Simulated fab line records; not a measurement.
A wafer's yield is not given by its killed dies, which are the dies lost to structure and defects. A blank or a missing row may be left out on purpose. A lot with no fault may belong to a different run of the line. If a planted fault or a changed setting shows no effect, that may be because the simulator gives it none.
Which tool is to blame? || flow sky130 || 12 lots with 36 wafers sampled at 5 steps, on a route of 708 steps

== WHAT THE GAUGES READ, wafer by wafer ==
SKY_DNWELL_TW_MEAS_09. Usual: DNWELL_TW 1115, standard deviation 7.7.
{"lot": "L308", "measured": "day 3 05:21", "on": "filmMetro-03", "DNWELL_TW": "1102 1102 1101", "flag": ""}
{"lot": "L309", "measured": "day 3 11:31", "on": "filmMetro-03", "DNWELL_TW": "1107 1105 1111", "flag": ""}
{"lot": "L310", "measured": "day 3 16:56", "on": "filmMetro-03", "DNWELL_TW": "1110 1107 1109", "flag": ""}
{"lot": "L312", "measured": "day 4 01:18", "on": "filmMetro-03", "DNWELL_TW": "1103 1092 1102", "flag": ""}
{"lot": "L313", "measured": "day 4 06:48", "on": "filmMetro-03", "DNWELL_TW": "1115 1108 1107", "flag": ""}
{"lot": "L314", "measured": "day 4 12:25", "on": "filmMetro-01", "DNWELL_TW": "1119 1119 1124", "flag": ""}
{"lot": "L315", "measured": "day 4 15:47", "on": "filmMetro-02", "DNWELL_TW": "1122 1126 1122", "flag": ""}
{"lot": "L317", "measured": "day 5 06:08", "on": "filmMetro-02", "DNWELL_TW": "1121 1117 1122", "flag": ""}
{"lot": "L322", "measured": "day 6 10:11", "on": "filmMetro-01", "DNWELL_TW": "1124 1114 1117", "flag": ""}
{"lot": "L325", "measured": "day 6 22:57", "on": "filmMetro-01", "DNWELL_TW": "1111 1113 1113", "flag": ""}
{"lot": "L326", "measured": "day 7 05:56", "on": "filmMetro-01", "DNWELL_TW": "1119 1116 1121", "flag": ""}
{"lot": "L327", "measured": "day 7 12:12", "on": "filmMetro-02", "DNWELL_TW": "1128 1121 1118", "flag": ""}

SKY_PWDE_OVL_MEAS_07. Usual: PWDE_OVL -0.6 nm, standard deviation 1.3.
{"lot": "L308", "measured": "day 3 20:50", "on": "overlay-01", "PWDE_OVL (nm)": "-0.7 -1.3 -0.4", "flag": ""}
{"lot": "L309", "measured": "day 4 03:58", "on": "overlay-02", "PWDE_OVL (nm)": "1.7 -0.3 -0.1", "flag": ""}
{"lot": "L310", "measured": "day 4 09:41", "on": "overlay-01", "PWDE_OVL (nm)": "-0.5 -0.3 -0.9", "flag": ""}
{"lot": "L312", "measured": "day 4 18:34", "on": "overlay-01", "PWDE_OVL (nm)": "-3.0 -2.7 -2.7", "flag": ""}
{"lot": "L313", "measured": "day 5 00:11", "on": "overlay-02", "PWDE_OVL (nm)": "1.1 0.4 0.3", "flag": ""}
{"lot": "L314", "measured": "day 5 05:49", "on": "overlay-02", "PWDE_OVL (nm)": "-0.8 -2.9 -1.4", "flag": ""}
{"lot": "L315", "measured": "day 5 10:19", "on": "overlay-02", "PWDE_OVL (nm)": "0.1 0.7 -0.2", "flag": ""}
{"lot": "L317", "measured": "day 6 00:37", "on": "overlay-02", "PWDE_OVL (nm)": "-1.5 -0.6 -2.6", "flag": ""}
{"lot": "L322", "measured": "day 7 05:25", "on": "overlay-01", "PWDE_OVL (nm)": "-0.8 0.0 -0.7", "flag": ""}
{"lot": "L325", "measured": "day 7 18:32", "on": "overlay-01", "PWDE_OVL (nm)": "2.0 1.0 0.9", "flag": ""}
{"lot": "L326", "measured": "day 8 02:02", "on": "overlay-02", "PWDE_OVL (nm)": "-1.2 -0.9 -0.4", "flag": ""}
{"lot": "L327", "measured": "day 8 08:38", "on": "overlay-02", "PWDE_OVL (nm)": "-0.8 1.1 -1.1", "flag": ""}

SKY_NWELL_OVL_MEAS_10. Usual: NWELL_00_OVL 0.0 nm, standard deviation 1.5.
{"lot": "L308", "measured": "day 4 13:58", "on": "overlay-01", "NWELL_00_OVL (nm)": "-1.1 -1.4 -2.3", "flag": ""}
{"lot": "L309", "measured": "day 4 22:01", "on": "overlay-01", "NWELL_00_OVL (nm)": "0.5 1.8 -0.4", "flag": ""}
{"lot": "L310", "measured": "day 5 03:44", "on": "overlay-02", "NWELL_00_OVL (nm)": "0.3 -0.2 0.9", "flag": ""}
{"lot": "L312", "measured": "day 5 12:52", "on": "overlay-01", "NWELL_00_OVL (nm)": "-0.9 -1.3 -1.1", "flag": ""}
{"lot": "L313", "measured": "day 5 19:37", "on": "overlay-02", "NWELL_00_OVL (nm)": "0.1 1.1 3.3", "flag": ""}
{"lot": "L314", "measured": "day 6 00:11", "on": "overlay-01", "NWELL_00_OVL (nm)": "-3.6 -2.4 -1.2", "flag": ""}
{"lot": "L315", "measured": "day 6 05:19", "on": "overlay-02", "NWELL_00_OVL (nm)": "1.5 2.1 1.9", "flag": ""}
{"lot": "L317", "measured": "day 6 19:42", "on": "overlay-01", "NWELL_00_OVL (nm)": "-2.2 -0.8 0.2", "flag": ""}
{"lot": "L322", "measured": "day 8 02:08", "on": "overlay-01", "NWELL_00_OVL (nm)": "0.8 2.2 1.4", "flag": ""}
{"lot": "L325", "measured": "day 8 15:45", "on": "overlay-02", "NWELL_00_OVL (nm)": "-0.8 1.0 1.9", "flag": ""}
{"lot": "L326", "measured": "day 8 22:50", "on": "overlay-01", "NWELL_00_OVL (nm)": "-0.7 -0.6 -1.9", "flag": ""}
{"lot": "L327", "measured": "day 9 06:32", "on": "overlay-01", "NWELL_00_OVL (nm)": "-1.6 -1.7 -1.6", "flag": ""}

SKY_SONOS_ONO_THK_MEAS_01. Usual: SONOS_ONO_OXIDATION_THK 2.59 nm, standard deviation 0.061.
{"lot": "L308", "measured": "day 11 19:19", "on": "filmMetro-01", "SONOS_ONO_OXIDATION_THK (nm)": "2.50 2.55 2.58", "flag": ""}
{"lot": "L309", "measured": "day 12 03:53", "on": "filmMetro-02", "SONOS_ONO_OXIDATION_THK (nm)": "2.59 2.61 2.58", "flag": ""}
{"lot": "L310", "measured": "day 12 15:17", "on": "filmMetro-04", "SONOS_ONO_OXIDATION_THK (nm)": "2.65 2.62 2.58", "flag": ""}
{"lot": "L312", "measured": "day 13 01:12", "on": "filmMetro-01", "SONOS_ONO_OXIDATION_THK (nm)": "2.49 2.60 2.49", "flag": ""}
{"lot": "L313", "measured": "day 13 06:18", "on": "filmMetro-01", "SONOS_ONO_OXIDATION_THK (nm)": "2.54 2.54 2.56", "flag": ""}
{"lot": "L314", "measured": "day 13 13:46", "on": "filmMetro-01", "SONOS_ONO_OXIDATION_THK (nm)": "2.61 2.51 2.56", "flag": ""}
{"lot": "L315", "measured": "day 13 19:59", "on": "filmMetro-04", "SONOS_ONO_OXIDATION_THK (nm)": "2.56 2.54 2.58", "flag": ""}
{"lot": "L317", "measured": "day 14 17:49", "on": "filmMetro-02", "SONOS_ONO_OXIDATION_THK (nm)": "2.62 2.59 2.56", "flag": ""}
{"lot": "L322", "measured": "day 16 09:45", "on": "filmMetro-02", "SONOS_ONO_OXIDATION_THK (nm)": "1.99 1.92 2.00", "flag": "OFF"}
{"lot": "L325", "measured": "day 17 03:49", "on": "filmMetro-01", "SONOS_ONO_OXIDATION_THK (nm)": "1.99 2.03 2.03", "flag": "OFF"}
{"lot": "L326", "measured": "day 17 15:29", "on": "filmMetro-04", "SONOS_ONO_OXIDATION_THK (nm)": "2.01 1.96 2.06", "flag": "OFF"}
{"lot": "L327", "measured": "day 18 06:04", "on": "filmMetro-02", "SONOS_ONO_OXIDATION_THK (nm)": "2.53 2.51 2.59", "flag": ""}

== TOOL THAT RAN EACH LOT (tool first, then ch and the chambers of the sampled wafers, then the start) ==
{"lot": "L308", "SKY_SONOS_ONO_OXIDATION_00": "furnace-02 ch 0, day 11 17:58"}
{"lot": "L309", "SKY_SONOS_ONO_OXIDATION_00": "furnace-02 ch 0, day 12 02:32"}
{"lot": "L310", "SKY_SONOS_ONO_OXIDATION_00": "furnace-02 ch 0, day 12 13:57"}
{"lot": "L312", "SKY_SONOS_ONO_OXIDATION_00": "furnace-02 ch 0, day 12 23:50"}
{"lot": "L313", "SKY_SONOS_ONO_OXIDATION_00": "furnace-02 ch 0, day 13 04:56"}
{"lot": "L314", "SKY_SONOS_ONO_OXIDATION_00": "furnace-01 ch 0, day 13 12:25"}
{"lot": "L315", "SKY_SONOS_ONO_OXIDATION_00": "furnace-01 ch 0, day 13 18:38"}
{"lot": "L317", "SKY_SONOS_ONO_OXIDATION_00": "furnace-02 ch 0, day 14 16:28"}
{"lot": "L322", "SKY_SONOS_ONO_OXIDATION_00": "furnace-02 ch 0, day 16 08:25"}
{"lot": "L325", "SKY_SONOS_ONO_OXIDATION_00": "furnace-02 ch 0, day 17 02:28"}
{"lot": "L326", "SKY_SONOS_ONO_OXIDATION_00": "furnace-02 ch 0, day 17 14:07"}
{"lot": "L327", "SKY_SONOS_ONO_OXIDATION_00": "furnace-01 ch 0, day 18 04:42"}
- SKY_SONOS_ONO_OXIDATION_00: stabilise 600 s, purge 300 s, target thk 2.6 nm.

== AS READ BY THE TOOLS THEMSELVES (means over the sampled wafers that have a number; for cases with no such wafer, the mark the record gives instead) ==
SKY_SONOS_ONO_OXIDATION_00. Usual: rampUpCPerMin 9.9998, standard deviation 0.0018; spikeTcBottomC 818.1 C, standard deviation 1.4; spikeTcCentreC 800.4 C, standard deviation 0.99; spikeTcLowerC 799.0 C, standard deviation 1.4; spikeTcTopC 808.9 C, standard deviation 1.9; spikeTcUpperC 800.2 C, standard deviation 1.1; tubeCenterTempC 800.01 C, standard deviation 0.07; tube_center_temp_C_max 802.1, standard deviation 0.34; zonePowerCentrePct 15.13 %, standard deviation 0.2.
{"lot": "L308", "tool": "furnace-02", "rampUpCPerMin": 9.9993, "spikeTcBottomC (C)": 818.2, "spikeTcCentreC (C)": 801.1, "spikeTcLowerC (C)": 798.1, "spikeTcTopC (C)": 808.0, "spikeTcUpperC (C)": 800.4, "tubeCenterTempC (C)": 800.01, "tube_center_temp_C_max": 802.2, "zonePowerCentrePct (%)": 15.01, "flag": ""}
{"lot": "L309", "tool": "furnace-02", "rampUpCPerMin": 10.0006, "spikeTcBottomC (C)": 818.4, "spikeTcCentreC (C)": 801.0, "spikeTcLowerC (C)": 798.2, "spikeTcTopC (C)": 808.9, "spikeTcUpperC (C)": 800.1, "tubeCenterTempC (C)": 800.02, "tube_center_temp_C_max": 802.3, "zonePowerCentrePct (%)": 15.07, "flag": ""}
{"lot": "L310", "tool": "furnace-02", "rampUpCPerMin": 9.9999, "spikeTcBottomC (C)": 819.0, "spikeTcCentreC (C)": 801.0, "spikeTcLowerC (C)": 798.1, "spikeTcTopC (C)": 808.2, "spikeTcUpperC (C)": 800.1, "tubeCenterTempC (C)": 799.97, "tube_center_temp_C_max": 801.9, "zonePowerCentrePct (%)": 14.92, "flag": ""}
{"lot": "L312", "tool": "furnace-02", "rampUpCPerMin": 9.9989, "spikeTcBottomC (C)": 818.3, "spikeTcCentreC (C)": 800.8, "spikeTcLowerC (C)": 798.5, "spikeTcTopC (C)": 807.6, "spikeTcUpperC (C)": 799.2, "tubeCenterTempC (C)": 800.03, "tube_center_temp_C_max": 802.0, "zonePowerCentrePct (%)": 15.05, "flag": ""}
{"lot": "L313", "tool": "furnace-02", "rampUpCPerMin": 9.9997, "spikeTcBottomC (C)": 818.6, "spikeTcCentreC (C)": 800.6, "spikeTcLowerC (C)": 798.4, "spikeTcTopC (C)": 808.1, "spikeTcUpperC (C)": 800.8, "tubeCenterTempC (C)": 800.03, "tube_center_temp_C_max": 801.9, "zonePowerCentrePct (%)": 14.94, "flag": ""}
{"lot": "L314", "tool": "furnace-01", "rampUpCPerMin": 10.0002, "spikeTcBottomC (C)": 816.3, "spikeTcCentreC (C)": 798.5, "spikeTcLowerC (C)": 800.7, "spikeTcTopC (C)": 811.3, "spikeTcUpperC (C)": 801.3, "tubeCenterTempC (C)": 800.03, "tube_center_temp_C_max": 802.1, "zonePowerCentrePct (%)": 15.30, "flag": ""}
{"lot": "L315", "tool": "furnace-01", "rampUpCPerMin": 9.9984, "spikeTcBottomC (C)": 816.8, "spikeTcCentreC (C)": 799.9, "spikeTcLowerC (C)": 800.7, "spikeTcTopC (C)": 811.7, "spikeTcUpperC (C)": 801.1, "tubeCenterTempC (C)": 800.05, "tube_center_temp_C_max": 802.2, "zonePowerCentrePct (%)": 15.38, "flag": ""}
{"lot": "L317", "tool": "furnace-02", "rampUpCPerMin": 9.9973, "spikeTcBottomC (C)": 818.4, "spikeTcCentreC (C)": 800.4, "spikeTcLowerC (C)": 797.0, "spikeTcTopC (C)": 807.0, "spikeTcUpperC (C)": 800.2, "tubeCenterTempC (C)": 800.03, "tube_center_temp_C_max": 802.6, "zonePowerCentrePct (%)": 15.16, "flag": ""}
{"lot": "L322", "tool": "furnace-02", "rampUpCPerMin": 9.9996, "spikeTcBottomC (C)": 801.5, "spikeTcCentreC (C)": 782.4, "spikeTcLowerC (C)": 779.2, "spikeTcTopC (C)": 791.4, "spikeTcUpperC (C)": 782.5, "tubeCenterTempC (C)": 782.64, "tube_center_temp_C_max": 784.8, "zonePowerCentrePct (%)": 14.35, "flag": "OFF"}
{"lot": "L325", "tool": "furnace-02", "rampUpCPerMin": 10.0017, "spikeTcBottomC (C)": 801.9, "spikeTcCentreC (C)": 784.0, "spikeTcLowerC (C)": 781.9, "spikeTcTopC (C)": 791.3, "spikeTcUpperC (C)": 782.8, "tubeCenterTempC (C)": 782.65, "tube_center_temp_C_max": 784.9, "zonePowerCentrePct (%)": 14.37, "flag": "OFF"}
{"lot": "L326", "tool": "furnace-02", "rampUpCPerMin": 10.0005, "spikeTcBottomC (C)": 801.9, "spikeTcCentreC (C)": 784.0, "spikeTcLowerC (C)": 781.1, "spikeTcTopC (C)": 790.8, "spikeTcUpperC (C)": 783.3, "tubeCenterTempC (C)": 782.64, "tube_center_temp_C_max": 784.6, "zonePowerCentrePct (%)": 14.57, "flag": "OFF"}
{"lot": "L327", "tool": "furnace-01", "rampUpCPerMin": 9.9999, "spikeTcBottomC (C)": 816.8, "spikeTcCentreC (C)": 800.2, "spikeTcLowerC (C)": 800.1, "spikeTcTopC (C)": 810.6, "spikeTcUpperC (C)": 801.2, "tubeCenterTempC (C)": 800.00, "tube_center_temp_C_max": 801.9, "zonePowerCentrePct (%)": 15.40, "flag": ""}

== THE ANSWER, worked out from the rows above alone ==
Rule: a lot counts as off when the mean over its wafers that have a number is more than 3 standard deviations away from the usual mean. A lot without any number at a reading at which 4 lots or more have one is off too. Where the step has rows for the other lots, those lots are counted as sound. The gauges are gone through in route order, then the tools' own readings, and for those a lot's mean is taken as printed above. The first step at which some lot is off is used, and at that step the reading that is off furthest; a lot without a number counts as furthest.
Off: L322, L325, L326, at SKY_SONOS_ONO_THK_MEAS_01 (SONOS_ONO_OXIDATION_THK).
A tool fits if, at a process step before that reading, it ran every lot that is off, and no sound lot after the first of them. The gauges at SKY_SONOS_ONO_THK_MEAS_01 aren't tried: what is off there is off at SKY_SONOS_ONO_OXIDATION_00 too, on other tools, and a gauge's error can't cause that. One fits: SKY_SONOS_ONO_OXIDATION_00 on furnace-02. A fault onset in the window from L317 (day 14 16:28, its last sound lot) to L322 (day 16 08:25, its first lot off) fits.
The tool's own readings at SKY_SONOS_ONO_OXIDATION_00 bear it out: on the lots that are off they differ by more than 5 times the standard deviation of the sound lots' means. spikeTcBottomC reads 801.8 C there against 817.9 C on the sound lots; spikeTcCentreC reads 783.5 C there against 800.4 C on the sound lots; spikeTcLowerC reads 780.7 C there against 798.9 C on the sound lots; spikeTcTopC reads 791.2 C there against 809.0 C on the sound lots; spikeTcUpperC reads 782.9 C there against 800.5 C on the sound lots; tubeCenterTempC reads 782.64 C there against 800.02 C on the sound lots; tube_center_temp_C_max reads 784.8 there against 802.1 on the sound lots.

== WHAT HAD BEEN PUT IN BY THE SIMULATOR ==
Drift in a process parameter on furnace-02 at SKY_SONOS_ONO_OXIDATION_00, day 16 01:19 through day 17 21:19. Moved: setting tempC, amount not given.
Shown lots that were struck: L322, L325, L326. The rule above found the same.
